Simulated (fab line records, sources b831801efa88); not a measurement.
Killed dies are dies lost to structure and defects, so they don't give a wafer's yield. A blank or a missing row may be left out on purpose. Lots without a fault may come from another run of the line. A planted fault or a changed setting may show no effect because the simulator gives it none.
Tool commonality check | flow sky130 | 14 lots, 42 wafers sampled

WHY IT WAS OPENED
At SKY_NWELL_THK_MEAS_02 the reading NWELL_OXIDATION_THK is flagged on 3 of 14 lots. Wafers without a fault read 9.93 nm, standard deviation 0.16.
Rule: a lot is flagged when every wafer of it that has a number lies more than 4 standard deviations from that mean, or none has a number. The other lots count as sound.

lot  | measured    | on            | NWELL_OXIDATION_THK (nm), wafer by wafer | flag
L238 | day 2 23:30 | film_metro-04 | 9.80 9.82 9.70                           |
L237 | day 2 23:31 | film_metro-03 | 9.81 9.83 9.69                           |
L236 | day 3 00:54 | film_metro-03 | 15.85 15.92 16.02                        | FLAGGED
L240 | day 3 18:04 | film_metro-04 | 16.14 16.18 15.69                        | FLAGGED
L243 | day 4 03:45 | film_metro-02 | 15.76 15.71 15.36                        | FLAGGED
L248 | day 5 04:23 | film_metro-04 | 10.04 10.17 9.93                         |
L249 | day 5 11:29 | film_metro-03 | 9.79 9.85 9.88                           |
L250 | day 5 14:26 | film_metro-04 | 9.82 9.60 9.87                           |
L253 | day 6 06:20 | film_metro-03 | 9.97 9.84 9.92                           |
L254 | day 6 10:46 | film_metro-04 | 9.95 9.98 9.96                           |
L256 | day 6 20:17 | film_metro-02 | 9.80 9.82 9.66                           |
L257 | day 7 02:39 | film_metro-03 | 9.90 9.96 9.74                           |
L258 | day 7 19:40 | film_metro-04 | 9.82 9.85 9.85                           |
L259 | day 7 19:42 | film_metro-04 | 9.83 9.79 9.92                           |
The numbers of the flagged lots are 15.85 nm on average: +5.92 nm against the usual, or +37 standard deviations.

WHICH TOOL RAN EACH LOT
The record holds 1 process step before the reading, out of a route of 708 steps. In each cell: the tool, then ch and the chambers that the sampled wafers went through, then the start.
lot  | flag    | SKY_NWELL_OXIDATION_01
L238 |         | furnace-01 ch 0, day 2 22:07
L237 |         | furnace-01 ch 0, day 2 22:07
L236 | FLAGGED | furnace-01 ch 0, day 2 20:43
L240 | FLAGGED | furnace-02 ch 0, day 3 14:32 and furnace-01 ch 0, day 3 16:40
L243 | FLAGGED | furnace-02 ch 0, day 4 00:40 and furnace-01 ch 0, day 4 02:20
L248 |         | furnace-02 ch 0, day 5 02:59
L249 |         | furnace-01 ch 0, day 5 10:01
L250 |         | furnace-01 ch 0, day 5 13:02
L253 |         | furnace-01 ch 0, day 6 04:57
L254 |         | furnace-01 ch 0, day 6 09:22
L256 |         | furnace-01 ch 0, day 6 18:52
L257 |         | furnace-02 ch 0, day 7 01:15
L258 |         | furnace-02 ch 0, day 7 18:15
L259 |         | furnace-02 ch 0, day 7 18:15
What these steps do:
- SKY_NWELL_OXIDATION_01: stabilise 600 s, purge 300 s, target thk 10 nm.
- SKY_NWELL_THK_MEAS_02

FLAGGED OVER TOTAL, TOOL BY TOOL (the gauges that took the reading come last)
step                   | tool          | lots run | flagged | share of the flagged lots | sound lots run after its first flagged lot
SKY_NWELL_OXIDATION_01 | furnace-01    | 10       | 3       | all                       | 7 (L237,L238,L249,L250,L253,L254,L256)
SKY_NWELL_OXIDATION_01 | furnace-02    | 6        | 2       | some                      | 4 (L248,L257,L258,L259)
SKY_NWELL_THK_MEAS_02  | film_metro-02 | 2        | 1       | some                      | 1 (L256)
SKY_NWELL_THK_MEAS_02  | film_metro-03 | 5        | 1       | some                      | 3 (L249,L253,L257)
SKY_NWELL_THK_MEAS_02  | film_metro-04 | 7        | 1       | some                      | 5 (L248,L250,L254,L258,L259)

WHAT THE TABLE ALLOWS
1 row of the table ran every flagged lot: furnace-01 at SKY_NWELL_OXIDATION_01.
- furnace-01 at SKY_NWELL_OXIDATION_01: 3 of its 10 lots flagged. Sound lots ran on it after the first flagged one (L237, L238, L249, L250, L253, L254, L256), which a lasting fault on the whole tool wouldn't allow.
No row of the table ran every flagged lot and no sound lot after the first.

WHAT THE SIMULATOR HAD PUT IN
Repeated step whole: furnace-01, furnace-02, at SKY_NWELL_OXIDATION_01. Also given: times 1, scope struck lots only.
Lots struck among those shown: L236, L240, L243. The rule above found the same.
